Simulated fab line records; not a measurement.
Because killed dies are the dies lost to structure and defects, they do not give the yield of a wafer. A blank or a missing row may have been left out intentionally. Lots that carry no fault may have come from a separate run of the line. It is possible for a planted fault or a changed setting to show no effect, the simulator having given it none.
fab line records ; flow sky130
record lots=6; wafers=18; last-day=49
route steps=708 shown VIA2@509
lots with no fault: from the same line, run without faults
start-h: start of the lot's first displayed wafer, in hours after the record's first day ; wait-h: hours elapsed since this lot's preceding step ; " as in the row above ; L1.1+2: a single row standing in for several wafers ; - either no value or no given start ; * or withheld: withheld ; < > ~ a bound
route shown NAME@n: names a module that has steps shown in the file, with the first one's number in the route ; usual: mean and standard deviation over wafers with no fault ; same: alike in all rows ; chamber/n: place in a boat ; sites: readings site by site ; _std_site: standard deviation across them ; _edge_site: inner sites' mean taken away from outer sites' mean ; radius-mm: for every site, how far away it sits from the centre of the wafer ; mask NAME#n: copy n ; behind: tool/chamber where the wafer was last shaped ; hold: why the lot was held/for how many hours/how that ended ; device: whichever transistor did not switch (one of n, p or np) ; end of line: the same wafers' tests at the end of the route ; step lacking rows: just its recipe ; killed: dies that structure and defects cost at the first sort, which is not the same as the wafer's yield ; map: per-die view of a wafer (x killed, . not killed, _ where there is no die)
set.NAME: the run value of the setting; set.NAME@STEP: its run value at that earlier step ; model.NAME: the simulator's own value behind a step, which no gauge read
lots seen at some steps along the route; tables by step, rows by wafer
services: a tool's chamber out of use, with start hour (start-h, from the record's first day; less than 0 if before it), hours out, and reason
## steps
# step SKY_VIA2_CMP_02
# recipe material=SiO2; down-force-psi=4; platen-rpm=60; pad-velocity-m-s=0.94248
# usual motor-current-A=12.0/1.4; slurry-flow-ml-min=150.0/0.47
lot.wafer;tool;chamber;start-h;wait-h;motor-current-A;slurry-flow-ml-min
L173.3;cmp-01;0;843.31;0.1;11.8;149.5
L173.6;cmp-01;3;843.31;0.1;10.5;149.8
L173.5;cmp-01;0;843.31;0.1;12.0;149.6
L180.1;cmp-02;1;900.51;0.1;13.5;150.1
L180.2;cmp-02;2;900.51;0.1;11.6;149.9
L180.3;cmp-02;3;900.51;0.1;15.5;149.6
L183.2;cmp-02;2;916.55;0.2;11.6;149.9
L183.5;cmp-02;3;916.55;0.2;15.5;149.9
L183.6;cmp-02;0;916.55;0.2;10.8;149.7
L184.4;cmp-01;0;934.35;0.1;11.0;150.1
L184.5;cmp-01;2;934.35;0.1;11.3;149.9
L184.6;cmp-01;3;934.35;0.1;11.1;150.1
L186.1;cmp-02;0;945.27;0.1;11.1;150.6
L186.2;cmp-02;1;945.27;0.1;12.9;150.2
L186.4;cmp-02;2;945.27;0.1;11.4;149.9
L188.2;cmp-02;1;956.77;0.0;13.5;150.1
L188.1;cmp-02;2;956.77;0.0;10.9;150.2
L188.4;cmp-02;0;956.77;0.0;11.2;149.7
# step SKY_VIA2_BOW_MEAS_03
# recipe mode=bow
# usual VIA2_BOW=84/7
lot.wafer;tool;chamber;start-h;wait-h;VIA2_BOW[um]
L173.3;film-metro-04;-;843.60;0.2;75
L173.5;film-metro-04;-;843.60;0.2;83
L173.6;film-metro-04;-;843.60;0.2;79
L180.1;film-metro-04;-;900.76;0.2;89
L180.2;film-metro-04;-;900.76;0.2;98
L180.3;film-metro-04;-;900.76;0.2;93
L183.2;film-metro-04;-;916.72;0.1;79
L183.5;film-metro-04;-;916.72;0.1;87
L183.6;film-metro-04;-;916.72;0.1;84
L184.4;film-metro-04;-;934.61;0.2;89
L184.5;film-metro-04;-;934.61;0.2;87
L184.6;film-metro-04;-;934.61;0.2;93
L186.1;film-metro-01;-;945.52;0.2;90
L186.2;film-metro-01;-;945.52;0.2;83
L186.4;film-metro-01;-;945.52;0.2;84
L188.1;film-metro-01;-;957.07;0.2;85
L188.2;film-metro-01;-;957.07;0.2;85
L188.4;film-metro-01;-;957.07;0.2;94
# step SKY_VIA2_DEHYDRATE_04
# recipe temp-c=200; time-s=60
# step SKY_VIA2_HMDS_05
# recipe prime-time-s=60; prime-temp-c=120
# step SKY_VIA2_COAT_06
# recipe resist=BARC; temp-c=withheld; time-s=withheld; spin-rpm=3000; resist-thk-nm=60
# step SKY_VIA2_COAT_07
# recipe resist=KrF-thick; spin-rpm=3000; resist-thk-nm=450
# step SKY_VIA2_SOFTBAKE_08
# recipe temp-c=100; time-s=90; resist=KrF-thick
# step SKY_VIA2_EXPOSE_09
# recipe mask-id=VIM2; na=0.8; source-shape=annular; sigma-inner=0.55; sigma-outer=0.85; target-cd-nm=200; dose-mj=38
# step SKY_VIA2_PEB_10
# recipe peb-temp-c=withheld; peb-time-s=withheld; resist=KrF-thick
# step SKY_VIA2_DEVELOP_11
# recipe develop-time-s=60; resist=KrF-thick; dev-temp-c=21
# step SKY_VIA2_CD_MEAS_12
# recipe target-cd-nm=200
# usual cd-nm=200.3/1.4
lot.wafer;tool;chamber;start-h;wait-h;cd-nm
L173.3;cd-sem-01;-;870.19;-;199.0
L173.5;cd-sem-01;-;870.19;-;200.0
L173.6;cd-sem-01;-;870.19;-;199.0
L180.1;cd-sem-02;-;925.61;-;199.9
L180.2;cd-sem-02;-;925.61;-;199.3
L180.3;cd-sem-02;-;925.61;-;198.7
L183.2;cd-sem-02;-;941.33;-;201.8
L183.5;cd-sem-02;-;941.33;-;201.8
L183.6;cd-sem-02;-;941.33;-;201.0
L184.4;cd-sem-01;-;958.81;-;199.7
L184.5;cd-sem-01;-;958.81;-;199.7
L184.6;cd-sem-01;-;958.81;-;199.7
L186.1;cd-sem-01;-;969.85;-;198.4
L186.2;cd-sem-01;-;969.85;-;200.2
L186.4;cd-sem-01;-;969.85;-;199.5
L188.1;cd-sem-02;-;981.00;-;201.0
L188.2;cd-sem-02;-;981.00;-;201.9
L188.4;cd-sem-02;-;981.00;-;200.8
# step SKY_VIA2_OVL_MEAS_13
# usual VIA2_OVL=3/4.3
lot.wafer;tool;chamber;start-h;wait-h;VIA2_OVL[nm]
L173.3;overlay-02;-;870.28;0.1;0
L173.5;overlay-02;-;870.28;0.1;1
L173.6;overlay-02;-;870.28;0.1;6
L180.1;overlay-02;-;925.73;0.1;8
L180.2;overlay-02;-;925.73;0.1;7
L180.3;overlay-02;-;925.73;0.1;11
L183.2;overlay-02;-;941.44;0.1;7
L183.5;overlay-02;-;941.44;0.1;1
L183.6;overlay-02;-;941.44;0.1;6
L184.4;overlay-01;-;958.89;0.1;-5
L184.5;overlay-01;-;958.89;0.1;2
L184.6;overlay-01;-;958.89;0.1;-1
L186.1;overlay-01;-;969.97;0.1;-2
L186.2;overlay-01;-;969.97;0.1;0
L186.4;overlay-01;-;969.97;0.1;4
L188.1;overlay-02;-;981.12;0.1;-5
L188.2;overlay-02;-;981.12;0.1;-3
L188.4;overlay-02;-;981.12;0.1;-5
# step SKY_VIA2_ETCH_14
# recipe chemistry=N2/H2; target=BARC; ion-energy-ev=200; source-w=500; bias-w=100; pressure-mtorr=30; n2-flow-sccm=100; h2-flow-sccm=200; stop-on=SiO2; time-s=45.9; target-depth-a=600
# usual drypump-motor-current-A=5.7/0.41; h2-flow-sccm=199.9/0.6; oes-product-au=0.856/0.0048; run-length-s=74.3/0.37; throttle-valve-pct=13.225/0.0093
lot.wafer;tool;chamber;start-h;wait-h;drypump-motor-current-A;h2-flow-sccm;oes-product-au;rf-hours-counter-h;run-length-s;throttle-valve-pct;model.etch.depth-nm;model.KrF-thick_of_VIA2_COAT_07.thk-nm;model.VIA2.cd-nm
L173.3;rie-diel-03;2;870.30;0.0;4.6;199.5;0.855;20;74.2;13.227;60.16;391.6;199.5
L173.5;rie-diel-03;1;870.30;0.0;5.6;199.4;0.861;-;74.4;13.235;60.16;392.5;200.2
L173.6;rie-diel-03;2;870.30;0.0;4.6;199.8;0.848;-;74.0;13.218;59.96;393.1;198.7
L180.1;rie-diel-04;2;925.77;0.0;5.8;199.3;0.863;11;75.5;13.221;60.03;390.9;199.5
L180.2;rie-diel-04;1;925.77;0.0;6.5;199.9;0.861;6;74.5;13.229;59.91;392.4;198.6
L180.3;rie-diel-04;3;925.77;0.0;5.7;200.3;0.855;13;74.4;13.223;59.89;390.2;197.4
L183.2;rie-diel-04;2;941.47;0.0;5.7;201.0;1.013;12;47.4;13.223;32.21;415.1;196.6
L183.5;rie-diel-04;1;941.47;0.0;6.5;199.8;0.993;-;48.0;13.240;31.45;416.5;196.1
L183.6;rie-diel-04;0;941.47;0.0;5.7;198.9;0.988;-;47.0;13.247;31.25;418;195.7
L184.4;rie-diel-04;0;958.90;0.0;5.7;199.9;1.001;16;47.1;13.248;31.39;419.7;195.2
L184.5;rie-diel-04;2;958.90;0.0;5.8;200.4;1.004;-;47.4;13.218;31.79;419.4;195.3
L184.6;rie-diel-04;3;958.90;0.0;5.7;200.2;1.009;-;47.2;13.218;32.54;420.2;193.9
L186.1;rie-diel-03;3;970.01;0.0;5.9;199.8;0.860;25;74.1;13.228;60.45;392.1;197.4
L186.2;rie-diel-03;2;970.01;0.0;4.7;200.1;0.864;23;73.9;13.234;60.37;390.2;199.8
L186.4;rie-diel-03;0;970.01;0.0;5.9;200.1;0.847;0;74.0;13.223;60.26;391.9;199.7
L188.1;rie-diel-03;3;981.15;0.0;5.8;199.3;0.843;25;74.3;13.213;60.07;392.9;200
L188.2;rie-diel-03;0;981.15;0.0;6.0;199.6;0.859;1;74.2;13.214;60.25;393;201.8
L188.4;rie-diel-03;1;981.15;0.0;5.6;199.9;0.857;29;74.4;13.239;60.2;393.4;200.5
# step SKY_VIA2_ETCH_15
# recipe target=SiO2; chemistry=C4F8/O2/Ar; target-depth-nm=546; stop-on=TiN; mask-material=KrF-thick; source-w=1500; bias-w=1200; pressure-mtorr=40; c4f8-flow-sccm=withheld; O2_flow_sccm=6; Ar_flow_sccm=300; time-s=84
# usual oes-product-au=0.939/0.0049; run-length-s=112.5/0.39
# same time-s=84
lot.wafer;tool;chamber;start-h;wait-h;oes-product-au;rf-hours-counter-h;run-length-s;model.KrF-thick_of_VIA2_COAT_07.thk-nm;model.VIA2.cd-nm
L173.3;rie-diel-03;2;870.34;0.0;0.942;20;112.2;281.8;198.4
L173.5;rie-diel-03;1;870.34;0.0;0.941;-;112.3;283.6;201.5
L173.6;rie-diel-03;2;870.34;0.0;0.940;-;111.9;284;197.1
L180.1;rie-diel-04;2;925.81;0.0;0.940;11;113.0;279.9;201.2
L180.2;rie-diel-04;1;925.81;0.0;0.936;6;112.6;284.9;197
L180.3;rie-diel-04;3;925.81;0.0;0.935;13;112.8;278.9;195.6
L183.2;rie-diel-04;2;941.51;0.0;0.378;12;113.0;305.1;203.8
L183.5;rie-diel-04;1;941.51;0.0;0.372;-;113.0;308.2;195.5
L183.6;rie-diel-04;0;941.51;0.0;0.374;-;113.2;310.8;200.9
L184.4;rie-diel-04;0;958.95;0.0;0.380;16;112.4;312.7;198.7
L184.5;rie-diel-04;2;958.95;0.0;0.377;-;113.0;309.7;199.4
L184.6;rie-diel-04;3;958.95;0.0;0.374;-;112.5;308.1;190.4
L186.1;rie-diel-03;3;970.05;0.0;0.939;25;112.9;281.1;200.3
L186.2;rie-diel-03;2;970.05;0.0;0.953;23;112.0;278.9;200.8
L186.4;rie-diel-03;0;970.05;0.0;0.933;1;112.0;283.4;203.1
L188.1;rie-diel-03;3;981.20;0.0;0.946;25;112.6;282.8;202.2
L188.2;rie-diel-03;0;981.20;0.0;0.931;1;112.6;284.2;204.1
L188.4;rie-diel-03;1;981.20;0.0;0.938;29;112.4;285.4;203.9
# step SKY_VIA2_STRIP_16
# recipe chemistry=O2/N2; power-w=1400; pressure-mtorr=1500; platen-temp-c=withheld; o2-flow-sccm=3000; n2-flow-sccm=300; overash-fraction=0.5
# usual drypump-motor-current-A=5.8/0.5; oes-product-au=0.398/0.004; strip-time-to-endpoint-s=4.051/0.026
lot.wafer;tool;chamber;start-h;wait-h;drypump-motor-current-A;oes-product-au;rf-hours-counter-h;strip-time-to-endpoint-s
L173.3;plasma-asher-02;1;870.44;0.1;6.2;0.396;-;4.047
L173.5;plasma-asher-02;0;870.44;0.1;6.3;0.397;-;4.069
L173.6;plasma-asher-02;1;870.44;0.1;6.2;0.398;-;4.052
L180.1;plasma-asher-01;0;925.87;0.0;5.5;0.399;18;4.000
L180.2;plasma-asher-01;1;925.87;0.0;6.2;0.398;18;4.064
L180.3;plasma-asher-01;1;925.87;0.0;6.2;0.395;-;3.995
L183.2;plasma-asher-04;1;941.57;0.0;5.4;0.410;84;4.288
L183.5;plasma-asher-04;1;941.57;0.0;5.4;0.416;-;4.304
L183.6;plasma-asher-04;0;941.57;0.0;5.0;0.411;-;4.338
L184.4;plasma-asher-02;1;959.04;0.1;6.2;0.413;-;4.363
L184.5;plasma-asher-02;1;959.04;0.1;6.2;0.409;-;4.326
L184.6;plasma-asher-02;0;959.04;0.1;6.3;0.410;-;4.328
L186.1;plasma-asher-04;0;970.11;0.0;5.0;0.401;87;4.024
L186.2;plasma-asher-04;1;970.11;0.0;5.4;0.395;87;4.010
L186.4;plasma-asher-04;1;970.11;0.0;5.4;0.401;-;4.051
L188.1;plasma-asher-02;0;981.26;0.0;6.3;0.394;116;4.046
L188.2;plasma-asher-02;1;981.26;0.0;6.2;0.403;116;4.076
L188.4;plasma-asher-02;0;981.26;0.0;6.3;0.393;-;4.067
# step SKY_VIA2_STRIP_17
# recipe chemistry=post-etch-residue-remover; time-s=1200; temp-c=72.5
## services
tool;chamber;start-h;hours;kind
cmp-02;-;820.42;0.6;repair
plasma-asher-01;-;822.76;0.4;repair
rie-diel-04;1;855.31;9.0;repair
plasma-asher-04;-;876.46;0.5;repair
rie-diel-04;0;876.94;11.7;repair
plasma-asher-04;-;887.07;1.9;repair
cmp-01;-;909.97;4.5;pm
cmp-01;-;914.47;4.0;pm
cmp-01;-;918.47;-;consumable-replace:conditioner
cmp-01;-;918.47;-;consumable-replace:pad
cmp-01;-;921.49;1.1;repair
rie-diel-03;0;930.18;-;clean
rie-diel-03;0;930.18;19.4;scheduled-down
rie-diel-03;0;930.18;19.4;vent-cycle
plasma-asher-04;-;931.17;2.8;repair
rie-diel-03;3;934.45;3.5;repair
cmp-02;-;960.90;3.4;repair
cmp-01;-;966.32;6.6;pm
rie-diel-03;-;978.99;2.0;repair
## key
first-sign step=SKY_VIA2_ETCH_14; reading=run-length-s; direction=down; sigmas=73; usual=*; struck=*
effect step=SKY_VIA2_ETCH_14; reading=oes-product-au; direction=up; sigmas=30; usual=0.856; struck=1.001
effect step=SKY_VIA2_ETCH_15; reading=oes-product-au; direction=down; sigmas=99+; usual=0.939; struck=0.376
effect step=SKY_VIA2_STRIP_16; reading=strip-time-to-endpoint-s; direction=up; sigmas=10; usual=*; struck=*
model-effect step=SKY_VIA2_ETCH_14; value=etch.depth-nm; without=60.17; struck=31.77
model-effect step=SKY_VIA2_ETCH_15; value=KrF-thick_of_VIA2_COAT_07.thk-nm; without=283.3; struck=309.1
met-at SKY_VIA2_ETCH_14
struck-wafers L183.2,L183.5,L183.6,L184.4,L184.5,L184.6
later-rows-left-out L183.2,L183.5,L183.6,L184.4,L184.5,L184.6
sort-left-out L183.2,L183.5,L183.6,L184.4,L184.5,L184.6
onset-between 925.77 941.47
fault kind=process-parameter-drift; tool=rie-diel-04; chamber=-; onset-h=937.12; steps=SKY_VIA2_ETCH_14; channel=time-s; offset=*; shape=step; end-h=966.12; acts-in=*; stated=*
# sort-left-out: the simulated sort isn't trusted on such a fault, so these wafers' sort isn't shown, and their yield isn't known
# later-rows-left-out: the simulator's readings of these wafers behind a module that went badly wrong aren't trusted and aren't shown, but for the sort
